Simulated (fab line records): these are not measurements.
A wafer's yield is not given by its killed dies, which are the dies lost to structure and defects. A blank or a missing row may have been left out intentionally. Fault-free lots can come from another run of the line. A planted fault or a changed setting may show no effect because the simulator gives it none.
Problem report in the 8D (eight disciplines) form, filled by code | flow sky130 | the parts of the form that need people (team, actions taken, sign-off) are left out

== 1. WHAT WENT WRONG ==
runLengthS at SKY_METAL2_SOFTBAKE_11 reads a mean of 113.21 s on 6 wafers of 2 lots; wafers without a fault read 119.18 s with a standard deviation of 0.12. Measured from the usual mean, that is -50 standard deviations.
The step: time 90 s.
The first sign was on wafer L892.3 at day 39 19:00, on lithoTrack-02. Wafers with a number at this step in the record: 39, from 13 lots. The rule behind "out" and "out of limits": a value lying over 4 standard deviations away from the usual mean. The rest of the wafers with a number are treated as sound.

== 2. WHAT IT IS; WHAT IT IS NOT ==
question                    | is                            | is not
which readings at this step | runLengthS, heaterPowerTotalW | -
which lots                  | L892, L894                    | L876, L877, L879, L881, L882, L883, L884, L885, L888, L895, L899
which wafers of those lots  | all that have a number        | -
read on which tools         | lithoTrack-02                 | lithoTrack-01, lithoTrack-04
when                        | from day 39 19:00             | up to then (27 sound wafers); but 6 sound wafers of L895, L899 came after

== 3. THE SUSPECTS, EACH WITH WHAT RULES IT OUT ==
Counting: a tool stays on the suspect list if, at a process step up to the reading, it processed all lots that are out and no sound lot following the first of them.
- pvdSputter-04 at SKY_VIA1_SPUTTER_20 (material TiN, target thk 20 nm, time 80 s): ruled out as a lasting fault. Sound lots L895 ran on it after its first lot that is out, L892 (day 39 06:26).
- cvdW-02 at SKY_VIA1_CVD_21 (deposits W, target thk 270 nm, time 80.902 s): ruled out as a lasting fault. Sound lots L895 ran on it after its first lot that is out, L892 (day 39 06:32).
- lithoTrack-02 at SKY_METAL2_SOFTBAKE_11 (time 90 s): kept. All lots that are out passed through it, beginning with L892 at day 39 19:00, and no sound lot followed; its final sound lot before that point was L885 at day 37 22:00. Its own readings are out on those wafers: heaterPowerTotalW, runLengthS.
Remaining after the count: lithoTrack-02 at SKY_METAL2_SOFTBAKE_11.

== 4. THE CAUSE (what the simulator had put in) ==
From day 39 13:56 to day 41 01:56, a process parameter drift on lithoTrack-02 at SKY_METAL2_SOFTBAKE_11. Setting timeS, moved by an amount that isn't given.
Only this tool survived the counting.

== 5. SEQUENCE OF EFFECTS, ordered by route ==
Each row: a reading where the mean over the struck wafers with a number is more than 3 standard deviations away from the usual. Only readings for which the record gives a usual standard deviation are gone through. hours: the time from each lot's start at the first step in this table that gives one to its start at this step, as a median over the lots. sigmas: the change in usual standard deviations.
hours | step                   | reading           | usual    | on struck wafers | change | sigmas
0     | SKY_METAL2_SOFTBAKE_11 | heaterPowerTotalW | 56.84 W  | 58.18            | +1.34  | +11
0     | SKY_METAL2_SOFTBAKE_11 | runLengthS        | 119.18 s | 113.21           | -5.97  | -50
The process steps in it:
- SKY_METAL2_SOFTBAKE_11: time 90 s.

== 6. HOW IT WOULD HAVE BEEN CAUGHT EARLIER ==
In this record no reading fell out of limits until day 39 19:00, 5 hours after the fault had begun at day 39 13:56.
